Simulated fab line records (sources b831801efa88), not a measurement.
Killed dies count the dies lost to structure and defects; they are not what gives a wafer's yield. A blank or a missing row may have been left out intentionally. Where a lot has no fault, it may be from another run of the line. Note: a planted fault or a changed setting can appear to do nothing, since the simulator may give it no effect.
fab line records	flow gf180mcu	part 1 of 2: steps 1 to 25 of 35
record: lots: 5	wafers: 15	lastDay: 33
route steps=602 shown V2@395 M3@409 V3@429
lots that met no fault: taken from a fault-free run of the same line
startH: hours from the record's first day to the start of the lot's first wafer shown	waitH: hours since the lot's step before	" same as the row above	L1.1+2: a single row standing in for several wafers	- either no value or no given start	* or withheld: withheld	< > ~ a bound
route shown NAME@n: NAME is a module with steps in the file, n the number in the route of the first one	usual: mean/standard deviation of fault-free wafers	same: alike in all rows	chamber/n: place in a boat	sites: readings site by site	_std_site: their standard deviation	_edge_site: inner sites' mean taken away from outer sites' mean	radiusMm: how far each site lies from the wafer's centre	mask NAME#n: copy n	behind: the tool/chamber that last shaped the wafer	hold: reason for holding the lot/hours on hold/outcome of the hold	device: whichever transistor did not switch (one of n, p or np)	end of line: the same wafers' tests at the end of the route	step lacking rows: just its recipe	killed: count of dies lost to structure and defects at first sort (not the wafer's yield)	map: shows each die of a wafer: x if killed, . if not, _ if none is there
set.NAME: the setting that was run; set.NAME@STEP: the one run at that earlier step	model.NAME: the simulator's own value behind a step, which no gauge read
a table for each step, a row for each wafer; lots at some steps of the route
services: from which hour (startH, from the record's first day; less than 0 if before it) a tool's chamber was out of use, for how many hours, and why
== steps ==
step: GF_V2_DEVELOP_13
recipe: developTimeS: 60	resist: KrF	devTempC: 21
usual: chillPlateTempC: 23.03/0.1
lot.wafer	tool	chamber	startH	waitH	chillPlateTempC
L075.1	lithoTrack-01	0	468.84	0.2	22.89
L075.2	"	0	"	"	22.82
L075.3	"	0	"	"	22.90
L077.3	lithoTrack-01	0	496.94	0.1	23.04
L077.5	"	0	"	"	22.91
L077.6	"	0	"	"	22.90
L084.1	lithoTrack-04	0	549.45	0.2	23.04
L084.3	"	0	"	"	23.26
L084.6	"	0	"	"	23.07
L085.1	lithoTrack-03	0	556.37	0.2	23.05
L085.2	"	0	"	"	22.99
L085.4	"	0	"	"	23.07
L093.3	lithoTrack-04	0	621.35	0.1	22.94
L093.4	"	0	"	"	22.93
L093.5	"	0	"	"	22.93
step: GF_V2_CD_MEAS_14
recipe: targetCdNm: 260
usual: cdNm: 260.1/1.1
lot.wafer	tool	chamber	startH	waitH	cdNm
L075.1	cdSem-02	-	468.99	0.1	260.1
L075.2	"	-	"	"	259.3
L075.3	"	-	"	"	260.0
L077.3	cdSem-02	-	497.08	0.1	259.8
L077.5	"	-	"	"	260.3
L077.6	"	-	"	"	259.7
L084.1	cdSem-01	-	549.60	0.1	260.1
L084.3	"	-	"	"	260.3
L084.6	"	-	"	"	258.3
L085.1	cdSem-01	-	556.52	0.1	260.1
L085.2	"	-	"	"	260.1
L085.4	"	-	"	"	260.2
L093.3	cdSem-01	-	621.49	0.1	260.1
L093.4	"	-	"	"	260.6
L093.5	"	-	"	"	259.8
step: GF_V2_OVL_MEAS_15
usual: V2_OVL: -2/5.7
lot.wafer	tool	chamber	startH	waitH	V2_OVL[nm]
L075.1	overlay-02	-	469.11	0.1	-1
L075.2	"	-	"	"	-3
L075.3	"	-	"	"	-5
L077.3	overlay-02	-	497.17	0.1	3
L077.5	"	-	"	"	-2
L077.6	"	-	"	"	-1
L084.1	overlay-01	-	549.72	0.1	-9
L084.3	"	-	"	"	-7
L084.6	"	-	"	"	-4
L085.1	overlay-02	-	556.64	0.1	-7
L085.2	"	-	"	"	2
L085.4	"	-	"	"	3
L093.3	overlay-01	-	621.59	0.1	2
L093.4	"	-	"	"	1
L093.5	"	-	"	"	3
step: GF_V2_ETCH_16
recipe: chemistry: N2/H2	targetDepthA: withheld	overetchA: withheld	timeS: withheld	target: BARC	ionEnergyEv: 200	sourceW: 500	biasW: 100	pressureMtorr: 30	n2FlowSccm: 100	h2FlowSccm: 200
usual: drypumpMotorCurrentA: 5.9/0.49	oesProductAu: 0.855/0.0045	throttleValvePct: 13.225/0.0092
lot.wafer	tool	chamber	startH	waitH	drypumpMotorCurrentA	oesProductAu	throttleValvePct
L075.1	rieDiel-04	1	469.15	0.0	5.8	0.859	13.224
L075.2	"	3	"	"	5.1	0.851	13.221
L075.3	"	2	"	"	6.7	0.857	13.231
L077.3	rieDiel-03	0	497.19	0.0	6.1	0.854	13.229
L077.5	"	3	"	"	5.3	0.853	13.230
L077.6	"	2	"	"	5.5	0.854	13.217
L084.1	rieDiel-02	0	549.76	0.0	5.7	0.854	13.213
L084.3	"	1	"	"	5.9	0.851	13.210
L084.6	"	0	"	"	5.7	0.860	13.235
L085.1	rieDiel-04	3	556.67	0.0	5.1	0.855	13.223
L085.2	"	2	"	"	6.7	0.856	13.219
L085.4	"	0	"	"	6.5	0.864	13.231
L093.3	rieDiel-03	1	621.61	0.0	6.6	0.855	13.230
L093.4	"	2	"	"	5.5	0.854	13.234
L093.5	"	3	"	"	5.3	0.852	13.224
step: GF_V2_ETCH_17
recipe: chemistry: C4F8/O2/Ar	maskMaterial: KrF	target: SiO2	stopOn: TiN	sourceW: 1500	biasW: 1200	pressureMtorr: 40	c4f8FlowSccm: withheld	O2_flow_sccm: 6	Ar_flow_sccm: 300	timeS: withheld	targetDepthA: 6300
usual: oesProductAu: 0.856/0.0047
lot.wafer	tool	chamber	startH	waitH	oesProductAu
L075.1	rieDiel-04	1	-	-	0.862
L075.2	"	3	"	"	0.853
L075.3	"	2	"	"	0.854
L077.3	rieDiel-03	0	-	-	0.853
L077.5	"	3	"	"	0.850
L077.6	"	2	"	"	0.861
L084.1	rieDiel-02	0	-	-	0.861
L084.3	"	1	"	"	0.861
L084.6	"	0	"	"	0.853
L085.1	rieDiel-04	3	-	-	0.865
L085.2	"	2	"	"	0.858
L085.4	"	0	"	"	0.856
L093.3	rieDiel-03	1	-	-	0.856
L093.4	"	2	"	"	0.862
L093.5	"	3	"	"	0.854
step: GF_V2_STRIP_18
recipe: chemistry: O2/N2	powerW: 1400	pressureMtorr: 1500	platenTempC: 250	o2FlowSccm: 3000	n2FlowSccm: 300	overashFraction: 0.5
usual: drypumpMotorCurrentA: 5.7/0.31	heaterPowerW: 346/32	oesProductAu: 0.593/0.005
lot.wafer	tool	chamber	startH	waitH	drypumpMotorCurrentA	heaterPowerW	oesProductAu	rfHoursCounterH
L075.1	plasmaAsher-02	1	469.27	-	5.6	413	0.587	4
L075.2	"	0	"	"	6.0	328	0.595	4
L075.3	"	1	"	"	5.6	425	0.596	-
L077.3	plasmaAsher-01	1	497.36	-	5.4	310	0.582	-
L077.5	"	1	"	"	5.4	307	0.587	-
L077.6	"	0	"	"	5.4	355	0.590	-
L084.1	plasmaAsher-04	0	549.89	-	5.9	339	0.595	90
L084.3	"	1	"	"	6.1	344	0.598	-
L084.6	"	0	"	"	5.9	335	0.588	-
L085.1	plasmaAsher-04	1	556.80	-	6.1	333	0.595	91
L085.2	"	0	"	"	6.0	331	0.598	91
L085.4	"	1	"	"	6.1	332	0.595	-
L093.3	plasmaAsher-02	1	621.77	-	5.6	413	0.584	-
L093.4	"	0	"	"	6.1	334	0.597	-
L093.5	"	0	"	"	6.0	345	0.586	-
step: GF_V2_STRIP_19
recipe: chemistry: postEtchResidueRemover	timeS: 1200	tempC: 72.5
lot.wafer	tool	chamber	startH	waitH
L075.1+2+3	wetBench-02	0	469.37	0.1
L077.3+5+6	wetBench-04	2	497.42	0.0
L084.1+3+6	wetBench-02	0	549.99	0.1
L085.1+2+4	wetBench-01	1	556.90	0.1
L093.3+4+5	wetBench-02	1	621.84	0.0
step: GF_V2_CLEAN_20
recipe: chemistry: DIW	dry: n2Spin
lot.wafer	tool	chamber	startH	waitH
L075.1+2+3	wetBench-04	1	469.72	0.0
L077.3+5+6	wetBench-02	3	497.77	0.0
L084.1+3+6	wetBench-01	0	550.33	0.0
L085.1+2+4	wetBench-02	2	557.25	0.0
L093.3+4+5	wetBench-01	3	622.18	0.0
step: GF_V2_SPUTTER_21
recipe: material: Ti	targetThkNm: 15	chamberPressurePa: 5	powerW: 2500	substrateTempC: 200	timeS: 80.02
usual: throttleValvePct: 30.6/0.83
lot.wafer	tool	chamber	startH	waitH	throttleValvePct
L075.1	pvdSputter-04	-	469.81	0.0	30.6
L075.2	"	-	"	"	30.8
L075.3	"	-	"	"	29.1
L077.3	pvdSputter-01	-	497.87	0.0	29.5
L077.5	"	-	"	"	30.3
L077.6	"	-	"	"	30.2
L084.1	pvdSputter-03	-	550.42	0.0	31.3
L084.3	"	-	"	"	31.4
L084.6	"	-	"	"	31.6
L085.1	pvdSputter-03	-	557.34	0.0	29.9
L085.2	"	-	"	"	31.5
L085.4	"	-	"	"	31.1
L093.3	pvdSputter-03	-	622.28	0.0	29.8
L093.4	"	-	"	"	31.4
L093.5	"	-	"	"	31.8
step: GF_V2_SPUTTER_22
recipe: material: TiN	targetThkNm: 10	chamberPressurePa: 5	powerW: 4000	timeS: 40
usual: throttleValvePct: 30.6/0.84
lot.wafer	tool	chamber	startH	waitH	throttleValvePct
L075.1	pvdSputter-04	-	469.87	0.0	30.1
L075.2	"	-	"	"	30.7
L075.3	"	-	"	"	28.9
L077.3	pvdSputter-01	-	497.93	0.0	29.5
L077.5	"	-	"	"	30.4
L077.6	"	-	"	"	30.3
L084.1	pvdSputter-03	-	550.48	0.0	31.2
L084.3	"	-	"	"	31.4
L084.6	"	-	"	"	31.5
L085.1	pvdSputter-03	-	557.40	0.0	29.9
L085.2	"	-	"	"	31.5
L085.4	"	-	"	"	31.2
L093.3	pvdSputter-03	-	622.34	0.0	29.9
L093.4	"	-	"	"	31.3
L093.5	"	-	"	"	31.2
step: GF_V2_CVD_23
recipe: material: W	targetThkNm: 350	timeS: 104.94	tempC: 400	pressureTorr: 40
usual: heaterPowerW: 909/72
lot.wafer	tool	chamber	startH	waitH	heaterPowerW
L075.1	cvdW-01	0	469.91	0.0	934
L075.2	"	1	"	"	988
L075.3	"	1	"	"	1012
L077.3	cvdW-02	0	498.00	0.1	872
L077.5	"	1	"	"	798
L077.6	"	0	"	"	889
L084.1	cvdW-01	1	550.52	0.0	978
L084.3	"	0	"	"	938
L084.6	"	0	"	"	918
L085.1	cvdW-02	1	557.44	0.0	798
L085.2	"	0	"	"	868
L085.4	"	1	"	"	809
L093.3	cvdW-02	1	622.42	0.1	814
L093.4	"	0	"	"	871
L093.5	"	0	"	"	890
step: GF_V2_RS_MEAS_24
recipe: thkMeasGauge: four-point-probe	reads: W_of_V2_CVD_23+TiN_of_V2_SPUTTER_22+Ti_of_V2_SPUTTER_21
usual: V2_W_RS: 0.3291/0.0029
lot.wafer	tool	chamber	startH	waitH	V2_W_RS[ohm/sq]
L075.1	filmMetro-04	-	470.02	0.1	0.3273
L075.2	"	-	"	"	0.3311
L075.3	"	-	"	"	0.3219
L077.3	filmMetro-01	-	498.12	0.1	0.3308
L077.5	"	-	"	"	0.3285
L077.6	"	-	"	"	0.3316
L084.1	filmMetro-04	-	550.64	0.1	0.3340
L084.3	"	-	"	"	0.3321
L084.6	"	-	"	"	0.3335
L085.1	filmMetro-02	-	557.55	0.1	0.3324
L085.2	"	-	"	"	0.3288
L085.4	"	-	"	"	0.3285
L093.3	filmMetro-04	-	622.53	0.1	0.3327
L093.4	"	-	"	"	0.3292
L093.5	"	-	"	"	0.3298
step: GF_V2_THK_MEAS_25
recipe: thkMeasGauge: xrf	reads: W_of_V2_CVD_23
usual: V2_W_THK: 352/4.6
lot.wafer	tool	chamber	startH	waitH	V2_W_THK[nm]
L075.1	filmMetro-04	-	470.14	0.1	361
L075.2	"	-	"	"	354
L075.3	"	-	"	"	364
L077.3	filmMetro-01	-	498.22	0.1	349
L077.5	"	-	"	"	350
L077.6	"	-	"	"	345
L084.1	filmMetro-04	-	550.76	0.1	346
L084.3	"	-	"	"	347
L084.6	"	-	"	"	348
L085.1	filmMetro-02	-	557.67	0.1	342
L085.2	"	-	"	"	347
L085.4	"	-	"	"	347
L093.3	filmMetro-04	-	622.63	0.1	348
L093.4	"	-	"	"	354
L093.5	"	-	"	"	351
step: GF_V2_CMP_26
recipe: stopOn: SiO2	downForcePsi: 3.5	platenRpm: 60	tOverpolishS: 15	targetThkNm: 0	padVelocityMS: 0.94248
usual: motorCurrentA: 11.3/1.3	overpolishRunS: 15.000/0.0086	retainingRingPressureFrac: 1.000/0.0045	slurryFlowMlMin: 150.0/0.46	timeToEndpointS: 84.9/2.7
lot.wafer	tool	chamber	startH	waitH	motorCurrentA	overpolishRunS	retainingRingPressureFrac	slurryFlowMlMin	timeToEndpointS
L075.2	cmp-01	0	470.20	0.0	11.6	14.997	0.997	150.3	88.9
L075.1	"	1	"	"	9.2	14.999	1.001	151.0	91.1
L075.3	"	2	"	"	12.6	14.994	0.992	150.0	88.8
L077.3	cmp-01	2	498.26	0.0	12.6	14.997	0.993	150.0	80.3
L077.6	"	2	"	"	12.5	14.994	0.989	149.7	84.5
L077.5	"	3	"	"	12.4	14.998	0.997	149.9	87.4
L084.3	cmp-02	3	550.87	0.1	9.9	15.010	1.003	150.1	81.1
L084.1	"	0	"	"	12.5	15.011	1.005	151.2	81.3
L084.6	"	3	"	"	9.8	14.989	1.003	150.1	79.3
L085.1	cmp-02	0	557.73	0.1	11.6	14.993	1.003	150.3	81.5
L085.4	"	1	"	"	12.2	15.003	1.013	149.5	83.3
L085.2	"	2	"	"	10.6	15.006	0.997	150.2	85.5
L093.4	cmp-01	1	622.67	0.0	9.1	14.988	1.002	149.6	86.2
L093.3	"	0	"	"	11.7	15.008	0.991	150.3	89.8
L093.5	"	2	"	"	12.9	15.013	0.998	150.0	85.3
step: GF_M3_SPUTTER_00
recipe: material: Ti	targetThkNm: 37.5	arrivingIonEnergyEv: 80	substrateTempC: 200	chamberPressurePa: 2	powerW: 4000	timeS: 150
usual: throttleValvePct: 30.4/0.75
lot.wafer	tool	chamber	startH	waitH	throttleValvePct
L075.1	pvdSputter-02	-	470.50	0.2	29.8
L075.2	"	-	"	"	30.0
L075.3	"	-	"	"	29.3
L077.3	pvdSputter-03	-	498.56	0.2	31.2
L077.5	"	-	"	"	31.5
L077.6	"	-	"	"	31.4
L084.1	pvdSputter-03	-	551.12	0.1	31.4
L084.3	"	-	"	"	30.0
L084.6	"	-	"	"	31.4
L085.1	pvdSputter-02	-	558.03	0.2	29.4
L085.2	"	-	"	"	30.3
L085.4	"	-	"	"	30.8
L093.3	pvdSputter-02	-	622.97	0.1	30.8
L093.4	"	-	"	"	30.3
L093.5	"	-	"	"	30.5
step: GF_M3_SPUTTER_01
recipe: material: TiN	targetThkNm: 30	powerW: 6500	timeS: 25	chamberPressurePa: 0.4
usual: throttleValvePct: 30.3/0.74
lot.wafer	tool	chamber	startH	waitH	throttleValvePct
L075.1	pvdSputter-02	-	470.60	0.1	29.9
L075.2	"	-	"	"	30.3
L075.3	"	-	"	"	29.4
L077.3	pvdSputter-03	-	498.66	0.1	31.3
L077.5	"	-	"	"	31.5
L077.6	"	-	"	"	31.1
L084.1	pvdSputter-03	-	551.22	0.1	31.3
L084.3	"	-	"	"	30.1
L084.6	"	-	"	"	31.5
L085.1	pvdSputter-02	-	558.13	0.1	29.4
L085.2	"	-	"	"	30.1
L085.4	"	-	"	"	30.6
L093.3	pvdSputter-02	-	623.07	0.1	30.7
L093.4	"	-	"	"	30.7
L093.5	"	-	"	"	30.2
step: GF_M3_SPUTTER_02
recipe: material: AlCu	targetThkNm: 450	powerW: 10600	timeS: 23.9	chamberPressurePa: 0.4
usual: throttleValvePct: 30.4/0.73
lot.wafer	tool	chamber	startH	waitH	throttleValvePct
L075.1	pvdSputter-02	-	470.63	0.0	29.9
L075.2	"	-	"	"	30.0
L075.3	"	-	"	"	29.4
L077.3	pvdSputter-03	-	498.69	0.0	31.1
L077.5	"	-	"	"	31.3
L077.6	"	-	"	"	31.3
L084.1	pvdSputter-03	-	551.25	0.0	31.4
L084.3	"	-	"	"	29.8
L084.6	"	-	"	"	31.6
L085.1	pvdSputter-02	-	558.16	0.0	29.4
L085.2	"	-	"	"	30.4
L085.4	"	-	"	"	30.4
L093.3	pvdSputter-02	-	623.10	0.0	30.6
L093.4	"	-	"	"	30.0
L093.5	"	-	"	"	30.1
step: GF_M3_SPUTTER_03
recipe: material: Ti	targetThkNm: 10	substrateTempC: 300	chamberPressurePa: 0.3	powerW: 3000	timeS: 6.7
usual: throttleValvePct: 30.4/0.75
lot.wafer	tool	chamber	startH	waitH	throttleValvePct
L075.1	pvdSputter-02	-	470.66	0.0	29.9
L075.2	"	-	"	"	30.3
L075.3	"	-	"	"	29.2
L077.3	pvdSputter-03	-	498.72	0.0	31.3
L077.5	"	-	"	"	31.3
L077.6	"	-	"	"	31.1
L084.1	pvdSputter-03	-	551.28	0.0	31.3
L084.3	"	-	"	"	29.8
L084.6	"	-	"	"	31.6
L085.1	pvdSputter-02	-	558.19	0.0	29.4
L085.2	"	-	"	"	30.2
L085.4	"	-	"	"	30.6
L093.3	pvdSputter-02	-	623.13	0.0	30.7
L093.4	"	-	"	"	30.2
L093.5	"	-	"	"	30.3
step: GF_M3_SPUTTER_04
recipe: material: TiN	targetThkNm: 50	powerW: 6500	timeS: 41.7	chamberPressurePa: 0.4
usual: throttleValvePct: 30.3/0.74
lot.wafer	tool	chamber	startH	waitH	throttleValvePct
L075.1	pvdSputter-02	-	470.68	0.0	29.9
L075.2	"	-	"	"	30.4
L075.3	"	-	"	"	29.0
L077.3	pvdSputter-03	-	498.74	0.0	31.2
L077.5	"	-	"	"	31.5
L077.6	"	-	"	"	31.1
L084.1	pvdSputter-03	-	551.30	0.0	31.3
L084.3	"	-	"	"	29.9
L084.6	"	-	"	"	31.3
L085.1	pvdSputter-02	-	558.21	0.0	29.6
L085.2	"	-	"	"	30.3
L085.4	"	-	"	"	30.5
L093.3	pvdSputter-02	-	623.15	0.0	30.5
L093.4	"	-	"	"	30.3
L093.5	"	-	"	"	30.3
step: GF_M3_RS_MEAS_05
recipe: thkMeasGauge: four-point-probe	reads: TiN_of_M3_SPUTTER_04+Ti_of_M3_SPUTTER_03+AlCu_of_M3_SPUTTER_02+TiN_of_M3_SPUTTER_01+Ti_of_M3_SPUTTER_00
usual: M3_ALCU_RS: 0.0694/0.0007
lot.wafer	tool	chamber	startH	waitH	M3_ALCU_RS[ohm/sq]
L075.1	filmMetro-04	-	470.72	0.0	0.0692
L075.2	"	-	"	"	0.0687
L075.3	"	-	"	"	0.0690
L077.3	filmMetro-04	-	498.82	0.1	0.0699
L077.5	"	-	"	"	0.0701
L077.6	"	-	"	"	0.0692
L084.1	filmMetro-04	-	551.34	0.0	0.0692
L084.3	"	-	"	"	0.0700
L084.6	"	-	"	"	0.0697
L085.1	filmMetro-04	-	558.25	0.0	0.0687
L085.2	"	-	"	"	0.0682
L085.4	"	-	"	"	0.0682
L093.3	filmMetro-04	-	623.23	0.1	0.0700
L093.4	"	-	"	"	0.0703
L093.5	"	-	"	"	0.0701
step: GF_M3_THK_MEAS_06
recipe: thkMeasGauge: xrf	reads: AlCu_of_M3_SPUTTER_02
usual: M3_ALCU_THK: 443/4.8
lot.wafer	tool	chamber	startH	waitH	M3_ALCU_THK[nm]
L075.1	filmMetro-04	-	470.84	0.1	446
L075.2	"	-	"	"	449
L075.3	"	-	"	"	449
L077.3	filmMetro-04	-	498.92	0.1	444
L077.5	"	-	"	"	440
L077.6	"	-	"	"	449
L084.1	filmMetro-04	-	551.46	0.1	447
L084.3	"	-	"	"	445
L084.6	"	-	"	"	444
L085.1	filmMetro-04	-	558.37	0.1	450
L085.2	"	-	"	"	452
L085.4	"	-	"	"	457
L093.3	filmMetro-04	-	623.33	0.1	440
L093.4	"	-	"	"	442
L093.5	"	-	"	"	441
step: GF_M3_DEHYDRATE_07
recipe: tempC: 200	timeS: 60
usual: chillPlateTempC: 23.00/0.1
lot.wafer	tool	chamber	startH	waitH	chillPlateTempC
L075.1	lithoTrack-04	0	481.96	11.1	22.94
L075.2	"	0	"	"	22.73
L075.3	"	0	"	"	22.81
L077.3	lithoTrack-04	0	509.26	10.3	22.88
L077.5	"	0	"	"	22.97
L077.6	"	0	"	"	23.15
L084.1	lithoTrack-03	0	561.02	9.6	23.08
L084.3	"	0	"	"	22.97
L084.6	"	0	"	"	22.98
L085.1	lithoTrack-02	0	569.28	10.9	23.05
L085.2	"	0	"	"	22.95
L085.4	"	0	"	"	22.92
L093.3	lithoTrack-04	0	633.30	10.0	23.17
L093.4	"	0	"	"	23.10
L093.5	"	0	"	"	23.10
step: GF_M3_HMDS_08
recipe: primeTimeS: 60	primeTempC: 120
usual: chillPlateTempC: 22.97/0.12
lot.wafer	tool	chamber	startH	waitH	chillPlateTempC
L075.1	lithoTrack-04	0	482.11	0.1	22.92
L075.2	"	0	"	"	22.96
L075.3	"	0	"	"	22.80
L077.3	lithoTrack-04	0	509.41	0.1	22.69
L077.5	"	0	"	"	22.69
L077.6	"	0	"	"	22.72
L084.1	lithoTrack-03	0	561.17	0.1	22.97
L084.3	"	0	"	"	23.04
L084.6	"	0	"	"	22.74
L085.1	lithoTrack-02	0	569.43	0.1	22.97
L085.2	"	0	"	"	23.01
L085.4	"	0	"	"	22.87
L093.3	lithoTrack-04	0	633.45	0.1	22.82
L093.4	"	0	"	"	22.96
L093.5	"	0	"	"	22.95
step: GF_M3_COAT_09
recipe: resist: KrF	spinRpm: withheld	resistThkNm: 1000
usual: chillPlateTempC: 23.01/0.1
lot.wafer	tool	chamber	startH	waitH	chillPlateTempC
L075.1	lithoTrack-04	0	482.26	0.1	23.00
L075.2	"	0	"	"	22.87
L075.3	"	0	"	"	23.04
L077.3	lithoTrack-04	0	509.56	0.1	22.93
L077.5	"	0	"	"	23.13
L077.6	"	0	"	"	23.10
L084.1	lithoTrack-03	0	561.32	0.1	23.02
L084.3	"	0	"	"	22.99
L084.6	"	0	"	"	23.18
L085.1	lithoTrack-02	0	569.58	0.1	23.01
L085.2	"	0	"	"	23.14
L085.4	"	0	"	"	23.09
L093.3	lithoTrack-04	0	633.60	0.1	23.13
L093.4	"	0	"	"	22.92
L093.5	"	0	"	"	23.04
step: GF_M3_SOFTBAKE_10
recipe: tempC: 130	timeS: 60	resist: KrF
usual: chillPlateTempC: 23.00/0.12
lot.wafer	tool	chamber	startH	waitH	chillPlateTempC
L075.1	lithoTrack-04	0	482.41	0.1	23.00
L075.2	"	0	"	"	23.10
L075.3	"	0	"	"	22.94
L077.3	lithoTrack-04	0	509.71	0.1	23.02
L077.5	"	0	"	"	22.92
L077.6	"	0	"	"	22.95
L084.1	lithoTrack-03	0	561.47	0.1	23.21
L084.3	"	0	"	"	23.08
L084.6	"	0	"	"	23.14
L085.1	lithoTrack-02	0	569.73	0.1	23.03
L085.2	"	0	"	"	23.21
L085.4	"	0	"	"	22.98
L093.3	lithoTrack-04	0	633.75	0.1	23.06
L093.4	"	0	"	"	23.05
L093.5	"	0	"	"	23.05
